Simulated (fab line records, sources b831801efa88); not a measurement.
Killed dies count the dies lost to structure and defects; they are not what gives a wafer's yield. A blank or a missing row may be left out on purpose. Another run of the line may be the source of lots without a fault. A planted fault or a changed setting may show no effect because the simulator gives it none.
fab line records	flow gf180mcu
record: lots: 7	wafers: 21	last-day: 34
route steps=602 shown NWELL@52 LVPWELL@54 MVSD@66 MVPSD@78
lots with no fault: from the same line, run without faults
start-h: hours from the record's opening day to when the first of the lot's shown wafers began	wait-h: how many hours have passed since the lot's step before this one	" unchanged from the row above	L1.1+2: a single row standing in for several wafers	- no value, or no start given	* or withheld: withheld	< > ~ a bound
route shown NAME@n: NAME is a module with steps in the file, n the number in the route of the first one	usual: mean/standard deviation taken from wafers without a fault	same: alike in all rows	chamber/n: place in a boat	sites: each site's reading	_std_site: standard deviation of those values	_edge_site: the outer-site mean with the inner-site mean subtracted	radius-mm: for every site, how far away it sits from the centre of the wafer	mask NAME#n: copy n	behind: the most recent tool/chamber to have shaped the wafer	hold: what put the lot on hold/how long, in hours/how the hold closed	device: which transistor (n, p or np) failed to switch	end of line: the same wafers' tests at the end of the route	a step with no rows: only its recipe	killed: dies lost to structure and defects at the first sort, not the wafer's yield	map: a wafer's dies, marking killed ones x, the rest . and places with no die _
set.NAME: the run value of the setting; set.NAME@STEP: its run value at that earlier step	model.NAME: the simulator's own value behind a step, which no gauge read
lots at selected steps of the route; one table per step, one row per wafer
services: a tool's chamber out of use, with start hour (start-h, from the record's first day; less than 0 if before it), hours out, and reason
== steps ==
step: GF_NWELL_STRIP_10
recipe: chemistry: O2/N2	power-w: 1400	pressure-mtorr: 1500	platen-temp-c: 250	o2-flow-sccm: 3000	n2-flow-sccm: 300	overash-fraction: 0.5
usual: chamber-pressure-mTorr: 1500.0/1.4	drypump-motor-current-A: 5.77/0.29	heater-power-w: 296/33	oes-product-au: 0.722/0.004	strip-time-to-endpoint-s: 37.02/0.09
lot.wafer	tool	chamber	start-h	wait-h	chamber-pressure-mTorr	drypump-motor-current-A	heater-power-w	oes-product-au	rf-hours-counter-h	strip-time-to-endpoint-s
L764.1	plasma-asher-03	0	109.29	0.1	1501.3	5.80	257	0.717	20	37.10
L764.4	"	1	"	"	1500.8	5.36	259	0.726	-	37.08
L764.6	"	0	"	"	1501.0	5.81	259	0.719	-	37.10
L765.2	plasma-asher-02	0	109.86	0.1	1499.3	5.89	309	0.729	54	37.00
L765.4	"	0	"	"	1499.0	5.89	301	0.721	-	37.06
L765.6	"	0	"	"	1500.2	5.87	302	0.720	-	37.09
L766.1	plasma-asher-03	0	113.26	0.1	1499.9	5.84	250	0.721	20	36.95
L766.2	"	1	"	"	1497.4	5.40	259	0.724	20	36.81
L766.6	"	0	"	"	1499.3	5.85	253	0.723	-	36.87
L768.1	plasma-asher-02	1	113.37	0.1	1502.0	6.14	327	0.721	54	37.07
L768.5	"	1	"	"	1499.2	6.14	337	0.718	-	37.18
L768.6	"	0	"	"	1499.4	5.86	305	0.715	-	37.01
L773.1	plasma-asher-02	1	138.57	0.1	1500.1	6.13	333	0.721	57	37.00
L773.5	"	0	"	"	1501.6	5.87	302	0.722	-	37.02
L773.6	"	1	"	"	1502.3	6.15	339	0.716	-	36.93
L775.1	plasma-asher-03	0	148.81	0.1	1500.5	5.80	257	0.713	24	37.10
L775.3	"	0	"	"	1502.2	5.81	253	0.719	-	36.98
L775.4	"	1	"	"	1499.9	5.36	257	0.734	-	37.16
L780.1	plasma-asher-02	1	183.52	0.1	1499.8	6.14	326	0.724	62	36.96
L780.3	"	1	"	"	1500.3	6.12	326	0.724	-	36.99
L780.4	"	0	"	"	1501.0	5.86	306	0.722	-	37.04
step: GF_NWELL_TW_MEAS_11
usual: NWELL_TW: 1577/15
lot.wafer	tool	chamber	start-h	wait-h	NWELL_TW
L764.1	film-metro-03	-	109.39	0.1	1586
L764.4	"	-	"	"	1587
L764.6	"	-	"	"	1576
L765.2	film-metro-04	-	109.97	0.1	1572
L765.4	"	-	"	"	1578
L765.6	"	-	"	"	1575
L766.1	film-metro-02	-	113.36	0.1	1572
L766.2	"	-	"	"	1560
L766.6	"	-	"	"	1564
L768.1	film-metro-03	-	113.47	0.1	1573
L768.5	"	-	"	"	1576
L768.6	"	-	"	"	1575
L773.1	film-metro-02	-	138.76	0.1	1544
L773.5	"	-	"	"	1550
L773.6	"	-	"	"	1552
L775.1	film-metro-03	-	148.91	0.1	1586
L775.3	"	-	"	"	1583
L775.4	"	-	"	"	1584
L780.1	film-metro-03	-	183.62	0.1	1601
L780.3	"	-	"	"	1594
L780.4	"	-	"	"	1589
step: GF_LVPWELL_DEHYDRATE_00
recipe: temp-c: 200	time-s: 60
step: GF_LVPWELL_HMDS_01
recipe: prime-time-s: 60	prime-temp-c: 120
step: GF_LVPWELL_COAT_02
recipe: spin-rpm: 2000	resist-thk-nm: 3000
step: GF_LVPWELL_SOFTBAKE_03
recipe: temp-c: 110	time-s: withheld
step: GF_LVPWELL_EXPOSE_04
recipe: mask-id: LVPWELL	target-cd-nm: 600	na: 0.6	source-shape: conventional	sigma-outer: 0.6	dose-mj: 260
step: GF_LVPWELL_PEB_05
recipe: temp-c: 115	time-s: withheld
step: GF_LVPWELL_DEVELOP_06
recipe: wall-angle-deg: 90	develop-time-s: 60	dev-temp-c: 23
step: GF_LVPWELL_OVL_MEAS_07
usual: LVPWELL_OVL: -0.3/1.3
lot.wafer	tool	chamber	start-h	wait-h	LVPWELL_OVL[nm]
L764.1	overlay-02	-	123.68	-	-1.0
L764.4	"	-	"	"	-0.6
L764.6	"	-	"	"	-1.7
L765.2	overlay-02	-	124.44	-	2.1
L765.4	"	-	"	"	-0.2
L765.6	"	-	"	"	0.9
L766.1	overlay-02	-	128.29	-	0.7
L766.2	"	-	"	"	-1.6
L766.6	"	-	"	"	1.2
L768.1	overlay-01	-	128.63	-	-1.0
L768.5	"	-	"	"	1.0
L768.6	"	-	"	"	-0.8
L773.1	overlay-02	-	153.39	-	-0.7
L773.5	"	-	"	"	-1.5
L773.6	"	-	"	"	-0.7
L775.1	overlay-02	-	164.08	-	-0.8
L775.3	"	-	"	"	0.9
L775.4	"	-	"	"	0.0
L780.1	overlay-02	-	200.34	-	0.5
L780.3	"	-	"	"	0.6
L780.4	"	-	"	"	0.5
step: GF_LVPWELL_IMPLANT_08
recipe: species: B	energy-kev: 170	dose-cm2: 1.5e+13	tilt-deg: 0
step: GF_LVPWELL_IMPLANT_09
recipe: species: B	energy-kev: 60	dose-cm2: 5e+12	tilt-deg: 0
step: GF_LVPWELL_STRIP_10
recipe: chemistry: O2/N2	power-w: 1400	pressure-mtorr: 1500	platen-temp-c: 250	o2-flow-sccm: 3000	n2-flow-sccm: 300	overash-fraction: 0.5
usual: chamber-pressure-mTorr: 1500.1/1.8	drypump-motor-current-A: 5.7/0.34	heater-power-w: 326/27	oes-product-au: 0.722/0.0046	strip-time-to-endpoint-s: 36.95/0.1
lot.wafer	tool	chamber	start-h	wait-h	chamber-pressure-mTorr	drypump-motor-current-A	heater-power-w	oes-product-au	rf-hours-counter-h	strip-time-to-endpoint-s	model.coat_of_LVPWELL_COAT_02.thk-nm
L764.1	plasma-asher-04	1	124.01	0.1	1499.5	5.7	304	0.721	52	36.89	0
L764.4	"	0	"	"	1500.4	5.2	375	0.731	-	36.88	0
L764.6	"	1	"	"	1503.9	5.6	301	0.719	-	36.89	0
L765.2	plasma-asher-04	0	124.77	0.1	-	-	-	-	-	-	3008
L765.4	"	0	"	"	-	-	-	-	-	-	3003
L765.6	"	0	"	"	-	-	-	-	-	-	3000
L766.1	plasma-asher-02	1	128.63	0.1	-	-	-	-	-	-	2998
L766.2	"	0	"	"	-	-	-	-	-	-	2999
L766.6	"	1	"	"	-	-	-	-	-	-	2993
L768.1	plasma-asher-01	0	128.96	0.1	-	-	-	-	-	-	3006
L768.5	"	1	"	"	-	-	-	-	-	-	3016
L768.6	"	0	"	"	-	-	-	-	-	-	3015
L773.1	plasma-asher-01	1	153.73	0.1	1502.3	6.0	301	0.720	4	36.87	0
L773.5	"	1	"	"	1500.3	6.0	305	0.728	-	36.89	0
L773.6	"	0	"	"	1499.1	5.4	349	0.728	-	36.84	0
L775.1	plasma-asher-02	1	164.41	0.1	1498.5	6.1	327	0.723	60	36.84	0
L775.3	"	1	"	"	1499.6	6.1	329	0.722	-	36.87	0
L775.4	"	0	"	"	1502.2	5.9	305	0.718	-	36.88	0
L780.1	plasma-asher-02	0	200.67	0.1	1498.9	5.9	301	0.721	64	36.84	0
L780.3	"	1	"	"	1497.3	6.1	330	0.724	-	36.87	0
L780.4	"	0	"	"	1499.4	5.9	304	0.720	-	36.75	0
step: GF_LVPWELL_TW_MEAS_11
usual: LVPWELL_TW: 559/6.7
lot.wafer	tool	chamber	start-h	wait-h	LVPWELL_TW
L764.1	film-metro-02	-	124.11	0.1	554
L764.4	"	-	"	"	550
L764.6	"	-	"	"	552
L765.2	film-metro-02	-	124.88	0.1	552
L765.4	"	-	"	"	553
L765.6	"	-	"	"	553
L766.1	film-metro-03	-	128.73	0.1	572
L766.2	"	-	"	"	571
L766.6	"	-	"	"	566
L768.1	film-metro-02	-	129.06	0.1	555
L768.5	"	-	"	"	551
L768.6	"	-	"	"	550
L773.1	film-metro-04	-	153.83	0.1	563
L773.5	"	-	"	"	563
L773.6	"	-	"	"	560
L775.1	film-metro-04	-	164.51	0.1	561
L775.3	"	-	"	"	564
L775.4	"	-	"	"	558
L780.1	film-metro-02	-	200.77	0.1	551
L780.3	"	-	"	"	555
L780.4	"	-	"	"	553
step: GF_MVSD_DEHYDRATE_00
recipe: temp-c: 200	time-s: 60
step: GF_MVSD_HMDS_01
recipe: prime-time-s: 60	prime-temp-c: 120
step: GF_MVSD_COAT_02
recipe: spin-rpm: 2000	resist-thk-nm: 3000
step: GF_MVSD_SOFTBAKE_03
recipe: temp-c: 110	time-s: withheld
step: GF_MVSD_EXPOSE_04
recipe: mask-id: MVSD	target-cd-nm: 1000	na: 0.6	source-shape: conventional	sigma-outer: 0.6	dose-mj: 260
step: GF_MVSD_PEB_05
recipe: temp-c: 115	time-s: withheld
step: GF_MVSD_DEVELOP_06
recipe: wall-angle-deg: 90	develop-time-s: 60	dev-temp-c: 23
step: GF_MVSD_OVL_MEAS_07
usual: MVSD_OVL: 0.0/1.4
lot.wafer	tool	chamber	start-h	wait-h	MVSD_OVL[nm]
L764.1	overlay-02	-	139.34	-	-0.8
L764.4	"	-	"	"	2.2
L764.6	"	-	"	"	2.9
L765.2	overlay-01	-	140.06	-	-0.3
L765.4	"	-	"	"	-1.7
L765.6	"	-	"	"	0.0
L766.1	overlay-01	-	143.95	-	2.0
L766.2	"	-	"	"	-0.3
L766.6	"	-	"	"	0.3
L768.1	overlay-02	-	144.23	-	-1.0
L768.5	"	-	"	"	-1.7
L768.6	"	-	"	"	-2.0
L773.1	overlay-01	-	169.49	-	0.0
L773.5	"	-	"	"	0.3
L773.6	"	-	"	"	0.3
L775.1	overlay-01	-	180.87	-	1.5
L775.3	"	-	"	"	1.2
L775.4	"	-	"	"	1.4
L780.1	overlay-02	-	218.22	-	-2.0
L780.3	"	-	"	"	-1.0
L780.4	"	-	"	"	-0.4
step: GF_MVSD_IMPLANT_08
recipe: species: P	energy-kev: 400	dose-cm2: 1.6e+13	tilt-deg: 0
step: GF_MVSD_IMPLANT_09
recipe: species: P	energy-kev: 100	dose-cm2: 5e+12	tilt-deg: 0
step: GF_MVSD_STRIP_10
recipe: chemistry: O2/N2	power-w: 1400	pressure-mtorr: 1500	platen-temp-c: 250	o2-flow-sccm: 3000	n2-flow-sccm: 300	overash-fraction: 0.5
usual: chamber-pressure-mTorr: 1500.1/1.3	drypump-motor-current-A: 5.56/0.29	heater-power-w: 313/42	oes-product-au: 0.722/0.0045	strip-time-to-endpoint-s: 36.98/0.093
lot.wafer	tool	chamber	start-h	wait-h	chamber-pressure-mTorr	drypump-motor-current-A	heater-power-w	oes-product-au	rf-hours-counter-h	strip-time-to-endpoint-s
L764.1	plasma-asher-04	1	139.68	0.1	1499.9	5.65	303	0.722	53	36.97
L764.4	"	0	"	"	1500.4	5.18	375	0.721	-	36.93
L764.6	"	1	"	"	1497.6	5.68	320	0.730	-	36.93
L765.2	plasma-asher-04	1	140.39	0.1	1499.8	5.69	309	0.731	53	81.42
L765.4	"	0	"	"	1500.1	5.22	381	0.744	-	81.52
L765.6	"	0	"	"	1501.3	5.22	374	0.747	-	81.34
L766.1	plasma-asher-01	1	144.29	0.1	1499.1	6.01	301	0.741	3	81.24
L766.2	"	0	"	"	1501.1	5.38	343	0.747	3	81.37
L766.6	"	0	"	"	1500.3	5.37	347	0.735	-	81.24
L768.1	plasma-asher-04	0	144.56	0.1	1500.2	5.19	381	0.745	54	81.46
L768.5	"	0	"	"	1502.6	5.20	362	0.744	-	81.54
L768.6	"	1	"	"	1500.2	5.70	317	0.749	-	81.57
L773.1	plasma-asher-04	0	169.83	0.1	1498.0	5.19	371	0.728	56	37.00
L773.5	"	0	"	"	1499.9	5.17	362	0.718	-	36.98
L773.6	"	1	"	"	1502.5	5.66	305	0.718	-	36.97
L775.1	plasma-asher-04	1	181.21	0.1	1498.7	5.68	304	0.727	58	36.89
L775.3	"	1	"	"	1498.9	5.66	306	0.717	-	36.90
L775.4	"	0	"	"	1500.5	5.21	375	0.721	-	36.85
L780.1	plasma-asher-03	0	218.56	0.1	1497.7	5.82	255	0.720	30	37.07
L780.3	"	0	"	"	1502.3	5.86	260	0.716	-	37.01
L780.4	"	1	"	"	1501.7	5.37	261	0.724	-	37.10
step: GF_MVSD_TW_MEAS_11
usual: MVSD_TW: 1577/16
lot.wafer	tool	chamber	start-h	wait-h	MVSD_TW
L764.1	film-metro-04	-	139.81	0.1	1589
L764.4	"	-	"	"	1583
L764.6	"	-	"	"	1585
L765.2	film-metro-02	-	140.50	0.1	29
L765.4	"	-	"	"	30
L765.6	"	-	"	"	30
L766.1	film-metro-03	-	144.39	0.1	30
L766.2	"	-	"	"	30
L766.6	"	-	"	"	30
L768.1	film-metro-03	-	144.66	0.1	30
L768.5	"	-	"	"	30
L768.6	"	-	"	"	30
L773.1	film-metro-02	-	169.93	0.1	1558
L773.5	"	-	"	"	1575
L773.6	"	-	"	"	1563
L775.1	film-metro-02	-	181.31	0.1	1557
L775.3	"	-	"	"	1560
L775.4	"	-	"	"	1558
L780.1	film-metro-02	-	218.70	0.1	1556
L780.3	"	-	"	"	1553
L780.4	"	-	"	"	1561
step: GF_MVPSD_DEHYDRATE_00
recipe: temp-c: 200	time-s: 60
== services ==
tool	chamber	start-h	hours	kind
plasma-asher-04	-	92.97	7.4	repair
plasma-asher-01	-	108.75	9.0	pm
plasma-asher-01	0	108.75	9.0	vent-cycle
plasma-asher-01	1	108.75	9.0	vent-cycle
plasma-asher-01	0	117.75	-	clean
plasma-asher-01	1	117.75	-	clean
plasma-asher-01	-	171.73	3.5	repair
plasma-asher-01	-	174.44	0.9	repair
plasma-asher-03	-	184.06	10.7	repair
plasma-asher-04	-	185.90	3.0	repair
plasma-asher-03	-	206.08	2.8	pm
== key ==
first-sign: step: GF_LVPWELL_STRIP_10	reading: tool-record	direction: missing
effect: step: GF_MVSD_STRIP_10	reading: strip-time-to-endpoint-s	direction: up	sigmas: 99+	usual: *	struck: *
effect: step: GF_MVSD_TW_MEAS_11	reading: MVSD_TW	direction: down	sigmas: 94	usual: 1577	struck: 30
model-effect: step: GF_LVPWELL_STRIP_10	value: coat_of_LVPWELL_COAT_02.thk-nm	without: 0	struck: 3004
met-at GF_LVPWELL_STRIP_10
struck-wafers L765.2,L765.4,L765.6,L766.1,L766.2,L766.6,L768.1,L768.5,L768.6
sort-left-out L765.2,L765.4,L765.6,L766.1,L766.2,L766.6,L768.1,L768.5,L768.6
tester-left-out L765,L766,L768
onset-between 124.01 124.77
fault: kind: skipped-step-whole	tool: plasma-asher-01,plasma-asher-02,plasma-asher-04	chamber: -	onset-h: 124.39	steps: GF_LVPWELL_STRIP_10	scope: struck-lots-only
tester-left-out: of these lots the tester's yield and bins aren't shown, on N5 and GAA mostly nor the transistor test; their killed dies are dies lost to structure and defects alone, not to doping, threshold or leakage, so they don't give the yield
sort-left-out: the simulated sort isn't trusted on such a fault, so these wafers' sort isn't shown, and their yield isn't known
